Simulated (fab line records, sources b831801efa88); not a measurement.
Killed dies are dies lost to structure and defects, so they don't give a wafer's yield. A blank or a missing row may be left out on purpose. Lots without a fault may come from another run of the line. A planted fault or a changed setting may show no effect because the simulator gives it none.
Chamber matching | flow sfq_line | SFQ_TRILAYER_I4_CMP_CMP_100 on cmp-01: 4 sister chambers
The step polishes SiO2. 8 wafers are shown with their chamber, then 8 later ones without.

WAFERS WITH THEIR CHAMBER
wafer  | chamber | motor_current_A (A) | head_pressure_psi (psi)
L423.4 | 3       | 9.9                 | 2.993
L427.1 | 0       | 9.8                 | 3.000
L430.1 | 2       | 9.6                 | 3.010
L430.4 | 3       | 9.2                 | 2.985
L432.3 | 2       | 9.3                 | 3.003
L432.4 | 0       | 10.0                | 2.994
L432.5 | 1       | 10.8                | 3.004
L435.3 | 1       | 10.7                | 3.005

WAFERS WITHOUT THEIR CHAMBER
wafer  | motor_current_A (A) | head_pressure_psi (psi)
L435.4 | 9.6                 | 3.006
L435.6 | 9.8                 | 2.997
L439.3 | 9.9                 | 2.979
L439.1 | 9.5                 | 3.003
L439.6 | 9.4                 | 2.998
L440.1 | 10.0                | 2.999
L440.3 | 9.9                 | 2.995
L440.5 | 10.3                | 3.002

WHICH CHAMBER EACH WENT THROUGH
wafer  | from the rows above          | in truth
L435.4 | can't be placed: 2 or 0      | 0
L435.6 | can't be placed: 0 or 3      | 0
L439.3 | can't be placed: 3 or 0      | 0
L439.1 | can't be placed: 2 or 0      | 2
L439.6 | can't be placed: 0 or 2 or 3 | 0
L440.1 | 0                            | 0
L440.3 | can't be placed: 0 or 3      | 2
L440.5 | can't be placed: 1 or 0 or 2 | 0
Placed correctly: 1 of 8. Can't be placed from these rows: 7 (the true chamber is among the candidates in 6). Placed wrongly: 0.
How it was worked out, from the rows above alone: a wafer's distance from a chamber is the root of the sum, over the readings, of the square of ((its reading less the chamber's mean) divided by the reading's scatter). The wafer belongs to the nearest chamber; if the next one is less than 2 further off, it can't be placed. A chamber's mean is the mean of its shown wafers. The scatter: the root of (the sum of the squares of (reading less its chamber's mean) over the shown wafers, divided by (wafers less chambers)).
